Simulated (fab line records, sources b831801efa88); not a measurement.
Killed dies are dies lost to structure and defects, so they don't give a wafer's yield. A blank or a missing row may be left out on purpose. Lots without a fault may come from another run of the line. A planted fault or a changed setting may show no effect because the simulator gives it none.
fab line records | flow sky130
record lots=12 wafers=36 last_day=51
route steps=708 shown RES_XHIGH@341 LI_CONTACT@382 LOCAL_INTERCONNECT@399 CONTACT@408 PAD_OPEN@708
lots that met no fault: from a run of the same line without faults
start_h: hours from the record's first day to the start of the lot's first wafer shown | wait_h: hours since the lot's step before | " the same as in the row above | L1.1+2: a row that stands for several wafers | - no value, or no start given | * or withheld: withheld | < > ~ a bound
route shown NAME@n: a module of which the file shows steps, and the number in the route of the first | usual: mean/standard deviation of fault-free wafers | same: alike in all rows | chamber/n: place in a boat | sites: the reading at each site | _std_site: their standard deviation | _edge_site: outer sites' mean less inner sites' | radius_mm: how far each site lies from the wafer's centre | mask NAME#n: copy n | behind: the tool/chamber that last shaped the wafer | hold: why the lot was held/for how many hours/how that ended | device: the transistor (n, p or np) that didn't switch | end of line: the same wafers' tests at the end of the route | a step without rows: its recipe alone | killed: dies lost to structure and defects at the first sort, not the wafer's yield | map: a wafer's dies, x killed, . not, _ none there
set.NAME: the setting as run; set.NAME@STEP: as run at that earlier step | model.NAME: the simulator's own value behind a step, which no gauge read
steps of the route over a sample of lots; a table a step, a row a wafer
services: from which hour (start_h, from the record's first day; less than 0 if before it) a tool's chamber was out of use, for how many hours, and why
## steps
# step SKY_RES_XHIGH_TW_MEAS_09
# usual RES_XHIGH_TW=1634/25
# columns lot.wafer tool chamber start_h wait_h RES_XHIGH_TW
L703.1 film_metro-04 - 636.26 0.1 1655
L703.3 " - " " 1658
L703.4 " - " " 1670
L707.1 film_metro-02 - 680.02 0.1 1627
L707.3 " - " " 1637
L707.6 " - " " 1623
L708.3 film_metro-04 - 683.19 0.1 1657
L708.5 " - " " 1658
L708.6 " - " " 1659
L710.1 film_metro-04 - 688.87 0.1 1658
L710.2 " - " " 1658
L710.3 " - " " 1655
L709.2 film_metro-04 - 690.74 0.1 1659
L709.4 " - " " 1666
L709.5 " - " " 1671
L714.1 film_metro-04 - 727.76 0.1 1650
L714.4 " - " " 1649
L714.5 " - " " 1648
L716.3 film_metro-02 - 741.74 0.1 1637
L716.4 " - " " 1627
L716.6 " - " " 1631
L719.3 film_metro-04 - 765.90 0.1 1661
L719.4 " - " " 1675
L719.5 " - " " 1651
L721.1 film_metro-02 - 773.53 0.1 1635
L721.5 " - " " 1639
L721.6 " - " " 1641
L724.1 film_metro-01 - 800.02 0.1 1603
L724.4 " - " " 1600
L724.5 " - " " 1597
L725.1 film_metro-02 - 802.58 0.1 1635
L725.4 " - " " 1623
L725.6 " - " " 1619
L726.1 film_metro-04 - 817.47 0.1 1643
L726.3 " - " " 1648
L726.4 " - " " 1654
# step SKY_LI_CONTACT_SPUTTER_20
# recipe material=TiN target_thk_nm=20 chamber_pressure_pa=5 power_w=4000 time_s=80
# usual throttle_valve_pct=30.2/1.1
# columns lot.wafer tool chamber start_h wait_h throttle_valve_pct
L703.1 pvd_sputter-04 - 695.70 0.0 29.2
L703.3 " - " " 30.2
L703.4 " - " " 30.6
L707.1 pvd_sputter-02 - 738.49 0.0 31.4
L707.3 " - " " 29.5
L707.6 " - " " 31.8
L708.3 pvd_sputter-01 - 741.82 0.0 31.0
L708.5 " - " " 29.7
L708.6 " - " " 30.9
L710.1 pvd_sputter-04 - 748.47 0.0 30.3
L710.2 " - " " 29.8
L710.3 " - " " 29.0
L709.2 pvd_sputter-02 - 749.47 0.0 31.6
L709.4 " - " " 31.2
L709.5 " - " " 31.3
L714.1 pvd_sputter-02 - 784.69 0.0 31.0
L714.4 " - " " 31.4
L714.5 " - " " 31.5
L716.3 pvd_sputter-02 - 799.10 0.0 31.4
L716.4 " - " " 31.2
L716.6 " - " " 28.3
L719.3 pvd_sputter-01 - 821.53 0.0 31.1
L719.4 " - " " 31.3
L719.5 " - " " 29.6
L721.1 pvd_sputter-04 - 830.89 0.0 30.4
L721.5 " - " " 30.8
L721.6 " - " " 28.9
L724.1 pvd_sputter-01 - 856.41 0.0 31.0
L724.4 " - " " 31.3
L724.5 " - " " 29.9
L725.1 pvd_sputter-04 - 858.33 0.0 30.0
L725.4 " - " " 29.2
L725.6 " - " " 29.8
L726.1 pvd_sputter-04 - 872.71 0.0 30.1
L726.3 " - " " 30.3
L726.4 " - " " 29.8
# step SKY_LOCAL_INTERCONNECT_OVL_MEAS_12
# usual LOCAL_INTERCONNECT_OVL=2/4.2
# columns lot.wafer tool chamber start_h wait_h LOCAL_INTERCONNECT_OVL[nm]
L703.1 overlay-01 - 724.85 0.1 3
L703.3 " - " " 3
L703.4 " - " " 4
L707.1 overlay-02 - 766.10 0.1 -7
L707.3 " - " " -7
L707.6 " - " " -3
L708.3 overlay-01 - 768.11 0.1 -5
L708.5 " - " " 6
L708.6 " - " " 2
L710.1 overlay-01 - 776.89 0.1 2
L710.2 " - " " -3
L710.3 " - " " 1
L709.2 overlay-02 - 778.86 0.1 -1
L709.4 " - " " 5
L709.5 " - " " 7
L714.1 overlay-02 - 812.65 0.1 5
L714.4 " - " " 6
L714.5 " - " " 9
L716.3 overlay-02 - 826.90 0.1 0
L716.4 " - " " -2
L716.6 " - " " 0
L719.3 overlay-01 - 848.61 0.1 -1
L719.4 " - " " 4
L719.5 " - " " -5
L721.1 overlay-02 - 858.60 0.1 -1
L721.5 " - " " -5
L721.6 " - " " 1
L724.1 overlay-02 - 883.00 0.1 3
L724.4 " - " " 4
L724.5 " - " " 5
L725.1 overlay-02 - 885.90 0.1 2
L725.4 " - " " 2
L725.6 " - " " 5
L726.1 overlay-02 - 900.49 0.1 7
L726.3 " - " " 6
L726.4 " - " " 1
# step SKY_CONTACT_HDPCVD_02
# recipe material=SiO2 target_thk_nm=565 sigma_open_frac=0.3 time_s=94.2 temp_c=600 sih4_flow_sccm=60 pressure_mtorr=6
# usual pressure_mtorr=6.000/0.012 run_length_s=122.1/0.42
# columns lot.wafer tool chamber start_h wait_h pressure_mtorr run_length_s
L703.1 hdpcvd-01 1 725.69 0.1 6.009 122.8
L703.3 " 2 " " 5.997 122.1
L703.4 " 0 " " 6.006 121.6
L707.1 hdpcvd-01 2 766.98 0.1 5.990 121.7
L707.3 " 1 " " 6.022 122.8
L707.6 " 1 " " 6.000 123.0
L708.3 hdpcvd-02 1 769.16 0.0 5.996 122.3
L708.5 " 1 " " 5.994 122.7
L708.6 " 0 " " 5.999 122.2
L710.1 hdpcvd-02 0 777.74 0.1 5.997 122.4
L710.2 " 1 " " 6.012 122.1
L710.3 " 2 " " 6.013 122.1
L709.2 hdpcvd-02 2 779.69 0.0 5.982 121.8
L709.4 " 0 " " 5.987 122.8
L709.5 " 2 " " 6.011 121.7
L714.1 hdpcvd-01 0 813.49 0.1 5.999 121.6
L714.4 " 2 " " 5.996 121.9
L714.5 " 1 " " 6.029 122.0
L716.3 hdpcvd-02 0 827.76 0.0 - -
L716.4 " 1 " " - -
L716.6 " 2 " " - -
L719.3 hdpcvd-02 2 849.60 0.0 5.998 121.7
L719.4 " 0 " " 5.997 122.7
L719.5 " 2 " " 5.999 121.8
L721.1 hdpcvd-02 2 859.78 0.1 5.980 121.4
L721.5 " 0 " " 6.022 123.0
L721.6 " 2 " " 5.989 121.6
L724.1 hdpcvd-02 1 883.86 0.1 5.982 121.8
L724.4 " 1 " " 6.013 122.0
L724.5 " 2 " " 5.986 121.4
L725.1 hdpcvd-02 0 886.79 0.1 6.020 122.4
L725.4 " 2 " " 6.007 122.0
L725.6 " 1 " " 5.994 121.9
L726.1 hdpcvd-01 0 901.34 0.1 6.018 122.5
L726.3 " 2 " " 5.995 122.1
L726.4 " 1 " " 6.000 122.2
# step SKY_CONTACT_BOW_MEAS_05
# recipe mode=bow
# usual CONTACT_BOW=82/6.7
# columns lot.wafer tool chamber start_h wait_h CONTACT_BOW[um]
L703.1 film_metro-01 - 726.12 0.1 85
L703.3 " - " " 89
L703.4 " - " " 98
L707.1 film_metro-03 - 767.41 0.1 74
L707.3 " - " " 80
L707.6 " - " " 92
L708.3 film_metro-03 - 771.89 0.2 77
L708.5 " - " " 81
L708.6 " - " " 76
L710.1 film_metro-01 - 778.17 0.1 87
L710.2 " - " " 80
L710.3 " - " " 86
L709.2 film_metro-03 - 780.14 0.3 86
L709.4 " - " " 72
L709.5 " - " " 79
L714.1 film_metro-01 - 813.92 0.2 77
L714.4 " - " " 77
L714.5 " - " " 77
L716.3 film_metro-04 - 828.23 0.2 63
L716.4 " - " " 59
L716.6 " - " " 61
L719.3 film_metro-01 - 850.09 0.2 88
L719.4 " - " " 87
L719.5 " - " " 75
L721.1 film_metro-03 - 860.21 0.1 71
L721.5 " - " " 96
L721.6 " - " " 76
L724.1 film_metro-04 - 884.29 0.1 93
L724.4 " - " " 80
L724.5 " - " " 88
L725.1 film_metro-03 - 887.22 0.2 88
L725.4 " - " " 87
L725.6 " - " " 84
L726.1 film_metro-04 - 901.77 0.2 91
L726.3 " - " " 86
L726.4 " - " " 87
# step SKY_CONTACT_ETCH_17
# recipe target=SiO2 chemistry=C4F8/O2/Ar stop_on=Si3N4 mask_material=KrF-thick source_w=1500 bias_w=1200 pressure_mtorr=40 c4f8_flow_sccm=withheld O2_flow_sccm=6 Ar_flow_sccm=300 time_s=withheld target_depth_a=3400
# usual oes_product_au=0.892/0.0048
# columns lot.wafer tool chamber start_h wait_h oes_product_au
L703.1 rie_diel-03 0 753.91 0.0 0.893
L703.3 " 1 " " 0.888
L703.4 " 3 " " 0.886
L707.1 rie_diel-03 1 795.76 0.0 0.892
L707.3 " 0 " " 0.894
L707.6 " 3 " " 0.885
L708.3 rie_diel-01 2 799.48 0.0 0.886
L708.5 " 3 " " 0.888
L708.6 " 2 " " 0.890
L710.1 rie_diel-03 0 806.43 0.0 0.893
L710.2 " 3 " " 0.895
L710.3 " 1 " " 0.902
L709.2 rie_diel-03 3 807.42 0.0 0.895
L709.4 " 0 " " 0.892
L709.5 " 2 " " 0.894
L714.1 rie_diel-03 2 841.46 0.0 0.894
L714.4 " 0 " " 0.895
L714.5 " 0 " " 0.890
L716.3 rie_diel-03 2 855.61 0.0 0.370
L716.4 " 3 " " 0.370
L716.6 " 1 " " 0.371
L719.3 rie_diel-03 2 877.03 0.0 0.890
L719.4 " 3 " " 0.881
L719.5 " 3 " " 0.894
L721.1 rie_diel-02 2 887.71 0.0 0.894
L721.5 " 3 " " 0.898
L721.6 " 2 " " 0.903
L724.1 rie_diel-02 2 910.53 0.0 0.889
L724.4 " 1 " " 0.895
L724.5 " 2 " " 0.893
L725.1 rie_diel-01 2 914.16 0.0 0.887
L725.4 " 0 " " 0.894
L725.6 " 0 " " 0.896
L726.1 rie_diel-03 0 927.12 0.0 0.894
L726.3 " 3 " " 0.895
L726.4 " 2 " " 0.894
# step SKY_PAD_OPEN_PROBE_99
# usual killed_at_M0_to_M3=43/6.8 killed_at_M4_up=3.2/2 killed_at_contacts=24/5.3 killed_at_front_end=16/4.4 killed_at_other=0.3/0.54 killed_dies=86/9.4 killed_on_rim=16/3.8 killed_open=48/6.6 killed_short=38/6.5
# same gross_dies=492 killed_at_back_side=0
# columns lot.wafer tool chamber start_h wait_h killed_at_M0_to_M3 killed_at_M4_up killed_at_contacts killed_at_front_end killed_at_other killed_dies killed_on_rim killed_open killed_short
L707.1 prober-01 - 1131.59 0.1 53 4 30 20 0 107 22 68 39
L707.3 prober-01 - 1131.69 0.2 44 2 21 22 1 90 21 46 44
L707.6 prober-01 - 1131.84 0.2 32 2 21 24 0 79 12 45 33
L710.1 prober-01 - 1138.20 0.1 42 5 15 9 0 71 12 38 33
L710.2 prober-01 - 1138.25 0.1 39 5 24 19 1 88 14 49 39
L710.3 prober-01 - 1138.30 0.2 38 7 12 17 0 74 20 38 36
L716.3 prober-01 - 1173.48 0.2 10 2 477 3 0 492 96 15 5
L716.4 prober-01 - 1173.53 0.2 12 3 476 0 1 492 96 10 6
L716.6 prober-01 - 1173.63 0.2 10 0 480 2 0 492 96 8 5
L719.3 prober-01 - 1188.55 0.2 49 3 13 15 0 80 15 44 36
L719.4 prober-01 - 1188.60 0.2 45 2 22 22 0 91 17 46 45
L719.5 prober-01 - 1188.65 0.2 30 5 32 13 1 81 15 46 35
# killed by level:class
L707.1 VIA1:geometric_particle:open=17 CONTACT:geometric_particle:open=11 FIELD_ISO:geometric_particle:open=8 LI_CONTACT:geometric_particle:open=7 CONTACT:geometric_particle:short=6 VIA2:geometric_particle:open=6 VIA3:geometric_particle:open=6 METAL2:geometric_particle:short=5
L707.3 VIA3:geometric_particle:open=11 CONTACT:geometric_particle:open=11 POLY_GATE:geometric_particle:short=8 VIA1:geometric_particle:open=7 METAL1:geometric_particle:short=7 POLY_GATE:geometric_particle:open=5 LOCAL_INTERCONNECT:geometric_particle:short=4 METAL2:geometric_particle:short=4
L707.6 VIA1:geometric_particle:open=11 CONTACT:geometric_particle:open=9 POLY_GATE:geometric_particle:open=7 METAL1:geometric_particle:short=7 FIELD_ISO:geometric_particle:short=4 POLY_GATE:geometric_particle:short=4 VIA2:geometric_particle:open=4 VIA1:geometric_particle:short=4
L710.1 CONTACT:geometric_particle:open=9 VIA2:geometric_particle:open=9 VIA1:geometric_particle:open=9 METAL1:geometric_particle:short=7 METAL2:geometric_particle:short=5 VIA1:geometric_particle:short=4 METAL4:geometric_particle:short=4 FIELD_ISO:geometric_particle:open=3
L710.2 CONTACT:geometric_particle:open=9 VIA1:geometric_particle:open=8 POLY_GATE:geometric_particle:open=7 METAL2:geometric_particle:short=7 VIA2:geometric_particle:open=6 VIA3:geometric_particle:open=5 FIELD_ISO:geometric_particle:short=4 LOCAL_INTERCONNECT:geometric_particle:short=4
L710.3 VIA1:geometric_particle:open=10 VIA1:geometric_particle:short=6 FIELD_ISO:geometric_particle:short=5 METAL1:geometric_particle:short=5 VIA2:geometric_particle:open=5 CONTACT:geometric_particle:open=4 FIELD_ISO:geometric_particle:open=4 METAL2:geometric_particle:short=4
L716.3 CONTACT:lost_pattern=470 VIA1:geometric_particle:open=5 CONTACT:geometric_particle:open=3 LI_CONTACT:geometric_particle:open=2 VIA2:geometric_particle:open=2 FIELD_ISO:geometric_particle:short=1 FIELD_ISO:geometric_particle:open=1 POLY_GATE:geometric_particle:short=1
L716.4 CONTACT:lost_pattern=473 VIA1:geometric_particle:open=4 VIA3:geometric_particle:open=2 LI_CONTACT:geometric_particle:open=1 CONTACT:geometric_particle:open=1 CONTACT:geometric_particle:short=1 METAL1:geometric_particle:short=1 VIA1:geometric_particle:short=1
L716.6 CONTACT:lost_pattern=477 VIA1:geometric_particle:open=4 POLY_GATE:geometric_particle:open=2 LI_CONTACT:geometric_particle:short=2 METAL2:geometric_particle:short=1 LI_CONTACT:geometric_particle:open=1 VIA1:geometric_particle:short=1 VIA2:geometric_particle:open=1
L719.3 METAL1:geometric_particle:short=9 VIA1:geometric_particle:open=9 VIA2:geometric_particle:open=8 FIELD_ISO:geometric_particle:open=5 POLY_GATE:geometric_particle:open=5 METAL2:geometric_particle:short=5 LOCAL_INTERCONNECT:geometric_particle:short=4 VIA1:geometric_particle:short=4
L719.4 LI_CONTACT:geometric_particle:open=8 FIELD_ISO:geometric_particle:short=7 CONTACT:geometric_particle:open=7 POLY_GATE:geometric_particle:short=6 METAL1:geometric_particle:short=6 VIA2:geometric_particle:open=6 VIA1:geometric_particle:open=6 POLY_GATE:geometric_particle:open=5
L719.5 CONTACT:geometric_particle:open=10 LI_CONTACT:geometric_particle:open=7 VIA1:geometric_particle:open=7 FIELD_ISO:geometric_particle:open=5 LOCAL_INTERCONNECT:geometric_particle:short=5 VIA3:geometric_particle:open=5 FIELD_ISO:geometric_particle:short=4 CONTACT:geometric_particle:short=4
## services
# columns tool chamber start_h hours kind
pvd_sputter-01 - 689.78 0.5 repair
rie_diel-02 1 692.54 13.6 repair
rie_diel-02 3 697.93 4.0 repair
hdpcvd-01 - 700.09 1.3 repair
rie_diel-02 0 709.53 2.7 repair
hdpcvd-01 - 711.18 5.5 pm
rie_diel-01 3 731.79 11.8 repair
rie_diel-03 2 760.36 4.0 repair
pvd_sputter-01 - 765.03 9.7 repair
pvd_sputter-01 - 773.39 1.7 repair
rie_diel-02 1 788.97 10.5 repair
rie_diel-02 2 790.79 3.5 repair
hdpcvd-01 - 804.27 0.9 repair
rie_diel-01 3 806.13 13.1 repair
hdpcvd-01 - 819.33 3.0 repair
rie_diel-01 3 830.65 5.8 repair
rie_diel-01 2 864.89 8.4 repair
pvd_sputter-04 - 866.49 1.7 repair
rie_diel-01 3 872.91 1.2 repair
pvd_sputter-02 - 887.03 0.6 repair
rie_diel-03 0 896.43 10.0 repair
rie_diel-01 - 900.33 1.5 repair
pvd_sputter-04 - 908.70 1.4 repair
pvd_sputter-04 - 911.85 1.4 repair
## key
first_sign step=SKY_CONTACT_HDPCVD_02 reading=tool_record direction=missing
effect step=SKY_CONTACT_BOW_MEAS_05 reading=CONTACT_BOW direction=down sigmas=3.1 usual=82 struck=61
effect step=SKY_CONTACT_ETCH_17 reading=oes_product_au direction=down sigmas=99+ usual=0.892 struck=0.370
effect step=SKY_PAD_OPEN_PROBE_99 reading=killed_at_contacts direction=up sigmas=86 usual=24 struck=478
met_at SKY_CONTACT_HDPCVD_02
struck_lots L716
later_rows_left_out L716.3,L716.4,L716.6
tester_left_out L716
not_acting_at SKY_RES_XHIGH_TW_MEAS_09,SKY_LI_CONTACT_SPUTTER_20,SKY_LOCAL_INTERCONNECT_OVL_MEAS_12
onset_between 779.69 827.76
fault kind=skipped_step_whole tool=hdpcvd-02 chamber=- onset_h=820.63 steps=SKY_CONTACT_HDPCVD_02 scope=struck_lots_only
# tester_left_out: of these lots the tester's yield and bins aren't shown, on N5 and GAA mostly nor the transistor test; their killed dies are dies lost to structure and defects alone, not to doping, threshold or leakage, so they don't give the yield
# later_rows_left_out: the simulator's readings of these wafers behind a module that went badly wrong aren't trusted and aren't shown, but for the sort
